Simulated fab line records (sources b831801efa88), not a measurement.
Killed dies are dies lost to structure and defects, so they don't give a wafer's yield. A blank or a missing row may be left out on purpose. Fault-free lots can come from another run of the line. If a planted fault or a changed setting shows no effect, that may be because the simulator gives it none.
Which of the tools did it?    flow sky130    14 lots, 42 wafers sampled, at 2 steps of a route of 708

WHAT THE GAUGES SHOWED, per wafer
The record lacks any reading of a measuring or inspecting step that a usual standard deviation could be used to judge.

TOOL THAT RAN EACH LOT (tool first, then ch and the chambers of the sampled wafers, then the start)
lot   SKY_METAL4_SPUTTER_00         SKY_PAD_OPEN_PROBE_99
L789  pvd-sputter-02, day 40 15:35  -
L790  pvd-sputter-04, day 41 02:47  prober-01, day 47 02:18
L792  pvd-sputter-01, day 41 04:56  -
L793  pvd-sputter-01, day 41 13:11  prober-01, day 47 10:34
L794  pvd-sputter-02, day 41 19:38  prober-02, day 47 15:14
L795  pvd-sputter-02, day 42 01:53  prober-01, day 47 22:52
L797  pvd-sputter-01, day 42 17:22  prober-01, day 48 09:17
L798  pvd-sputter-02, day 43 02:07  prober-02, day 48 17:14
L800  pvd-sputter-01, day 43 09:04  prober-02, day 48 22:41
L802  pvd-sputter-04, day 43 23:23  prober-02, day 49 09:24
L805  pvd-sputter-04, day 44 15:05  -
L806  pvd-sputter-04, day 45 02:29  prober-02, day 50 05:59
L808  pvd-sputter-04, day 45 10:32  prober-02, day 50 12:51
L811  pvd-sputter-01, day 46 05:23  -
- SKY_METAL4_SPUTTER_00: material Ti, target thk 15 nm, time 10 s.
- SKY_PAD_OPEN_PROBE_99

WHAT THE TOOLS THEMSELVES READ (means of the sampled wafers that have a number; where no wafer has one, the mark that the record gives instead)
SKY_METAL4_SPUTTER_00. Usual: chamber-pressure-pa 0.4000 Pa, standard deviation 0.00073; throttle-valve-pct 29.8 %, standard deviation 1.2.
lot   tool            chamber-pressure-pa (Pa)  throttle-valve-pct (%)  flag
L789  pvd-sputter-02  0.3994                    30.5                    
L790  pvd-sputter-04  0.3999                    29.2                    
L792  pvd-sputter-01  0.4001                    29.9                    
L793  pvd-sputter-01  0.4004                    29.2                    
L794  pvd-sputter-02  0.4001                    30.9                    
L795  pvd-sputter-02  0.4001                    30.7                    
L797  pvd-sputter-01  0.4004                    29.2                    
L798  pvd-sputter-02  0.4002                    30.2                    
L800  pvd-sputter-01  0.3999                    28.4                    
L802  pvd-sputter-04  0.3996                    29.7                    
L805  pvd-sputter-04  0.4010                    30.4                    
L806  pvd-sputter-04  0.4008                    29.8                    
L808  pvd-sputter-04  0.4003                    29.5                    
L811  pvd-sputter-01  0.4003                    30.0                    

SKY_PAD_OPEN_PROBE_99. Usual: defect-limited-yield 82.4 %, standard deviation 2; killed_at_M0_to_M3 43, standard deviation 6.7; killed_at_M4_up 3.2, standard deviation 2.1; killed-at-contacts 25, standard deviation 5.9; killed-at-front-end 16, standard deviation 4.7; killed-at-other 0.3, standard deviation 0.54; killed-dies 87, standard deviation 9.8; killed-on-rim 17, standard deviation 3.7; killed-open 47, standard deviation 6.7; killed-short 40, standard deviation 6.5; sort_bin_3_pad_short 0.9 %, standard deviation 0.45; sort_bin_5_function 10.5 %, standard deviation 1.5; sort_bin_6_memory 6.2 %, standard deviation 1.2; sort-n-pass 405, standard deviation 9.8; sort-yield-pct 82.4 %, standard deviation 2.
lot   tool       defect-limited-yield (%)  killed_at_M0_to_M3  killed_at_M4_up  killed-at-contacts  killed-at-front-end  killed-at-other  killed-dies  killed-on-rim  killed-open  killed-short  sort_bin_3_pad_short (%)  sort_bin_5_function (%)  sort_bin_6_memory (%)  sort-n-pass  sort-yield-pct (%)  flag
L790  prober-01  83.4                      36                  4.0              23                  19                   0.7              82           17             41           41            1.0                       10.2                     5.4                    410          83.4                
L793  prober-01  83.6                      44                  5.3              22                  10                   0.3              81           16             42           39            1.0                       9.8                      5.6                    411          83.6                
L794  prober-02  81.8                      50                  3.7              23                  12                   0.0              90           20             49           39            0.8                       10.9                     6.5                    402          81.8                
L795  prober-01  84.3                      36                  4.0              16                  21                   0.0              77           14             36           39            1.2                       8.7                      5.7                    415          84.3                
L797  prober-01  82.5                      47                  1.7              21                  16                   0.0              86           14             46           40            1.0                       10.2                     6.3                    406          82.5                
L798  prober-02  81.2                      45                  6.0              27                  14                   0.3              92           18             49           42            1.2                       10.4                     7.1                    400          81.2                
L800  prober-02  82.5                      39                  3.0              25                  18                   0.7              86           14             45           41            1.1                       10.9                     5.5                    406          82.5                
L802  prober-02  81.6                      50                  4.0              23                  13                   0.0              91           16             51           40            0.5                       11.0                     7.0                    401          81.6                
L806  prober-02  79.7                      47                  13.7             21                  19                   0.0              100          22             44           44            1.5                       11.5                     7.3                    392          79.7                OFF
L808  prober-02  80.5                      43                  13.7             28                  11                   0.0              96           22             43           42            2.0                       11.7                     5.8                    396          80.5                OFF

THE ANSWER, worked out from the rows above alone
Rule: a lot counts as off when the mean over its wafers that have a number is more than 3 standard deviations away from the usual mean. A lot without any number at a reading at which 4 lots or more have one is off too. Any other lot the step has rows for is counted as sound. First the gauges in route order, then the tools' own readings, where a lot's mean is used as printed above. At the first step where some lot is off, the reading lying furthest off is the one used; lots without a number count as furthest.
Off: L806, L808 (SKY_PAD_OPEN_PROBE_99, killed_at_M4_up). Neither off nor sound, because the step has no rows for them: L789, L792, L805, L811.
If a tool, at that step or one of the process steps before it, ran each lot that is off and ran no sound lot following the first of them, it fits. Undecided on this evidence; 2 tools fit (pvd-sputter-04 at SKY_METAL4_SPUTTER_00, prober-02 at SKY_PAD_OPEN_PROBE_99).

WHAT WAS PUT IN BY THE SIMULATOR
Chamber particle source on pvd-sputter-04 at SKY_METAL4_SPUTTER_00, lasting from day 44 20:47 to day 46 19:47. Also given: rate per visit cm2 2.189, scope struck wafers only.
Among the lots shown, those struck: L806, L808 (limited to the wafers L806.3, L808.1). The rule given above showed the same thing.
